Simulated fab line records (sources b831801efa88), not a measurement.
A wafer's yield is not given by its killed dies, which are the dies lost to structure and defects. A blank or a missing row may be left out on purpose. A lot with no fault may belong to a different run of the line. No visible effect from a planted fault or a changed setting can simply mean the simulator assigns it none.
The tool behind it: which one? || flow gf180mcu || 21 wafers from 7 lots sampled at 2 of the route's 602 steps

## WHAT THE GAUGES READ, wafer by wafer
GF_V5_THK_MEAS_25: measures by xrf.
{"lot": "L616", "measured": "day 27 14:04", "on": "film_metro-01", "V5_W_THK (nm)": "366 364 364"}
{"lot": "L619", "measured": "day 28 23:22", "on": "film_metro-04", "V5_W_THK (nm)": "364 363 366"}
{"lot": "L624", "measured": "day 30 05:02", "on": "film_metro-01", "V5_W_THK (nm)": "371 369 370"}
{"lot": "L626", "measured": "day 30 16:32", "on": "film_metro-03", "V5_W_THK (nm)": "358 361 361"}
{"lot": "L629", "measured": "day 31 08:10", "on": "film_metro-03", "V5_W_THK (nm)": "360 354 358"}
{"lot": "L631", "measured": "day 32 00:39", "on": "film_metro-04", "V5_W_THK (nm)": "351 353 357"}
{"lot": "L637", "measured": "day 33 10:04", "on": "film_metro-03", "V5_W_THK (nm)": "362 360 366"}

## TOOL THAT RAN EACH LOT (tool first, then ch and the chambers of the sampled wafers, then the start)
{"lot": "L616", "GF_V1_CMP_26": "cmp-01 ch 0,2,3, day 18 11:25"}
{"lot": "L619", "GF_V1_CMP_26": "cmp-01 ch 0,3, day 20 04:55"}
{"lot": "L624", "GF_V1_CMP_26": "cmp-01 ch 0,1, day 21 17:39"}
{"lot": "L626", "GF_V1_CMP_26": "cmp-02 ch 0,2,3, day 22 10:16"}
{"lot": "L629", "GF_V1_CMP_26": "cmp-01 ch 0,1,2, day 23 07:38"}
{"lot": "L631", "GF_V1_CMP_26": "cmp-01 ch 1,2,3, day 24 01:16"}
{"lot": "L637", "GF_V1_CMP_26": "cmp-02 ch 0,1,2, day 25 20:33"}
- GF_V1_CMP_26: polishes, stops on SiO2, t overpolish 15 s, target thk 0 nm.

## THE ANSWER, worked out from the rows above alone
Rule: the lots themselves supply what counts as usual. Put in order of their means at a reading, lots are off if they are a third of the lots or fewer, leave a main group of 4 or more, and stand apart from it by a gap of 3 or more times the standard deviation of the main group's means; of several such gaps the widest counts. The tables above print the reading to a certain number of digits; a main group whose means all agree to those digits is not used. A lot without any number at a reading at which 4 lots or more have one is off too. The other lots that the step has rows for count as sound.
No lot is off on any of the readings shown, so nothing can be concluded from this.

## WHAT THE SIMULATOR HAD INSERTED
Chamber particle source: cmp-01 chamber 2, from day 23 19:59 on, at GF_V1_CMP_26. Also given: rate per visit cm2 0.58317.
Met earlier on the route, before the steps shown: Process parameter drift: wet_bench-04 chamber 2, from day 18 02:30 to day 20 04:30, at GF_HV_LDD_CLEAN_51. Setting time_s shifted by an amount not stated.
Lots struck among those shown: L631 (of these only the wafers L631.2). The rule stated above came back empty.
